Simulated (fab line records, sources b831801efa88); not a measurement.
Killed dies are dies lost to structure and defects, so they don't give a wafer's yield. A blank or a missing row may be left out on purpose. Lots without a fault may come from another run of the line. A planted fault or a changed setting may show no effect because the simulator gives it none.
Which tool did it? | flow gf180mcu | 12 lots, 33 wafers sampled, at 4 steps of a route of 602

WHAT THE GAUGES READ, wafer by wafer
GF_HV_LDD_THK_MEAS_55. Usual: HV_LDD_CVD_54_THK 9.93 nm, standard deviation 0.13.
lot  | measured     | on            | HV_LDD_CVD_54_THK (nm) | flag
L351 | day 12 13:20 | film_metro-02 | 9.75 9.70              |
L352 | day 12 19:42 | film_metro-02 | 10.11 10.15 10.07      |
L353 | day 13 05:08 | film_metro-03 | 9.86 9.93 9.87         |
L354 | day 13 09:34 | film_metro-01 | 9.93 10.17 10.00       |
L355 | day 13 19:26 | film_metro-03 | 10.01 10.14 10.03      |
L356 | day 14 02:52 | film_metro-01 | 10.03 10.02 10.25      |
L357 | day 14 12:35 | film_metro-01 | 9.96 9.95 9.95         |
L366 | day 17 08:08 | film_metro-03 | 9.97 9.84 9.88         |
L367 | day 17 14:19 | film_metro-01 | 9.97 10.04 9.95        |
L371 | day 19 03:26 | film_metro-02 | 9.73 9.79              |
L372 | day 19 07:52 | film_metro-03 | 9.76 9.80 9.75         |
L373 | day 19 20:13 | film_metro-01 | 10.00 9.99             |

GF_M1_RS_MEAS_05: measures by four-point-probe. Usual: M1_ALCU_RS 0.0700 ohm/sq, standard deviation 0.00096.
lot  | measured     | on            | M1_ALCU_RS (ohm/sq)  | flag
L351 | day 16 05:53 | film_metro-04 | 0.0702 0.0696        |
L352 | day 16 14:35 | film_metro-04 | 0.0701 0.0702 0.0704 |
L353 | day 17 01:55 | film_metro-04 | 0.0684 0.0692 0.0696 |
L354 | day 17 06:41 | film_metro-04 | 0.0686 0.0682 0.0685 |
L355 | day 17 14:52 | film_metro-04 | 0.0696 0.0698 0.0696 |
L356 | day 17 23:26 | film_metro-03 | 0.0699 0.0700 0.0696 |
L357 | day 18 10:44 | film_metro-01 | 0.0704 0.0713 0.0711 |
L366 | day 21 12:58 | film_metro-03 | 0.0705 0.0713 0.0706 |
L367 | day 21 17:43 | film_metro-01 | 0.0692 0.0710 0.0709 |
L371 | day 23 08:55 | film_metro-01 | 0.0706 0.0695        |
L372 | day 23 12:12 | film_metro-04 | 0.0713 0.0709 0.0706 |
L373 | day 23 23:46 | film_metro-03 | 0.0696 0.0677        |

WHICH TOOL RAN EACH LOT (tool, then ch and the chambers of the sampled wafers, then the start)
lot  | GF_DUAL_GATE_COAT_06              | GF_DUAL_GATE_STRIP_13
L351 | litho_track-02 ch 0, day 8 02:34  | plasma_asher-01 ch 1, day 8 10:23
L352 | litho_track-03 ch 0, day 8 07:24  | plasma_asher-02 ch 0,1, day 8 16:32
L353 | litho_track-03 ch 0, day 8 13:41  | plasma_asher-02 ch 0,1, day 8 22:56
L354 | litho_track-02 ch 0, day 8 19:50  | plasma_asher-02 ch 0,1, day 9 04:38
L355 | litho_track-01 ch 0, day 9 04:49  | plasma_asher-02 ch 0,1, day 9 14:10
L356 | litho_track-02 ch 0, day 9 09:22  | plasma_asher-04 ch 0,1, day 9 18:08
L357 | litho_track-01 ch 0, day 9 17:10  | plasma_asher-04 ch 0,1, day 10 02:11
L366 | litho_track-01 ch 0, day 12 05:52 | plasma_asher-01 ch 0,1, day 12 15:38
L367 | litho_track-01 ch 0, day 12 11:05 | plasma_asher-01 ch 0,1, day 12 21:10
L371 | litho_track-03 ch 0, day 13 16:11 | plasma_asher-02 ch 0,1, day 14 03:11
L372 | litho_track-02 ch 0, day 13 21:37 | plasma_asher-04 ch 0,1, day 14 07:46
L373 | litho_track-02 ch 0, day 14 05:50 | plasma_asher-02 ch 0, day 14 16:22
- GF_DUAL_GATE_COAT_06: resist thk 1000 nm.
- GF_DUAL_GATE_STRIP_13: strips in O2/N2.

WHAT THE TOOLS THEMSELVES READ (means of the sampled wafers that have a number; where no wafer has one, the mark that the record gives instead)
GF_DUAL_GATE_COAT_06. Usual: chill_plate_temp_C 23.00 C, standard deviation 0.12.
lot  | tool           | chill_plate_temp_C (C) | flag
L351 | litho_track-02 | 23.03                  |
L352 | litho_track-03 | 23.07                  |
L353 | litho_track-03 | 22.91                  |
L354 | litho_track-02 | 22.99                  |
L355 | litho_track-01 | 22.89                  |
L356 | litho_track-02 | 23.02                  |
L357 | litho_track-01 | 23.17                  |
L366 | litho_track-01 | 23.14                  |
L367 | litho_track-01 | 22.83                  |
L371 | litho_track-03 | 23.23                  |
L372 | litho_track-02 | 23.01                  |
L373 | litho_track-02 | 23.09                  |

GF_DUAL_GATE_STRIP_13. Usual: drypump_motor_current_A 5.9 A, standard deviation 0.44; heater_power_w 321 W, standard deviation 24; oes_product_au 0.715 a.u., standard deviation 0.0047; strip_time_to_endpoint_s 12.64 s, standard deviation 0.031.
lot  | tool            | drypump_motor_current_A (A) | heater_power_w (W) | oes_product_au (a.u.) | strip_time_to_endpoint_s (s) | flag
L351 | plasma_asher-01 | 6.5                         | 306                | 0.716                 | 12.63                        |
L352 | plasma_asher-02 | 5.9                         | 352                | 0.721                 | 12.65                        |
L353 | plasma_asher-02 | 5.9                         | 351                | 0.712                 | 12.60                        |
L354 | plasma_asher-02 | 6.1                         | 357                | 0.716                 | 12.67                        |
L355 | plasma_asher-02 | 6.1                         | 352                | 0.710                 | 12.67                        |
L356 | plasma_asher-04 | 5.4                         | 315                | 0.716                 | 12.61                        |
L357 | plasma_asher-04 | 5.4                         | 317                | 0.719                 | 12.65                        |
L366 | plasma_asher-01 | 6.3                         | 312                | 0.715                 | 13.45                        | OFF
L367 | plasma_asher-01 | 6.3                         | 308                | 0.717                 | 13.44                        | OFF
L371 | plasma_asher-02 | 6.0                         | 360                | 0.716                 | 12.66                        |
L372 | plasma_asher-04 | 5.4                         | 312                | 0.714                 | 12.65                        |
L373 | plasma_asher-02 | 6.2                         | 358                | 0.723                 | 12.63                        |

THE ANSWER, worked out from the rows above alone
Rule: a lot is off if the mean of its wafers that have a number lies more than 3 standard deviations from the usual mean. A lot without any number at a reading at which 4 lots or more have one is off too. The other lots that the step has rows for count as sound. The gauges are gone through in route order, then the tools' own readings, and for those a lot's mean is taken as printed above. The first step at which some lot is off is used, and at that step the reading that is off furthest; a lot without a number counts as furthest.
Off: L366, L367, at GF_DUAL_GATE_STRIP_13 (strip_time_to_endpoint_s).
A tool fits if, at that step or a process step before it, it ran every lot that is off, and no sound lot after the first of them. Can't be told from this: 2 tools fit, litho_track-01 at GF_DUAL_GATE_COAT_06, plasma_asher-01 at GF_DUAL_GATE_STRIP_13.

WHAT THE SIMULATOR HAD PUT IN
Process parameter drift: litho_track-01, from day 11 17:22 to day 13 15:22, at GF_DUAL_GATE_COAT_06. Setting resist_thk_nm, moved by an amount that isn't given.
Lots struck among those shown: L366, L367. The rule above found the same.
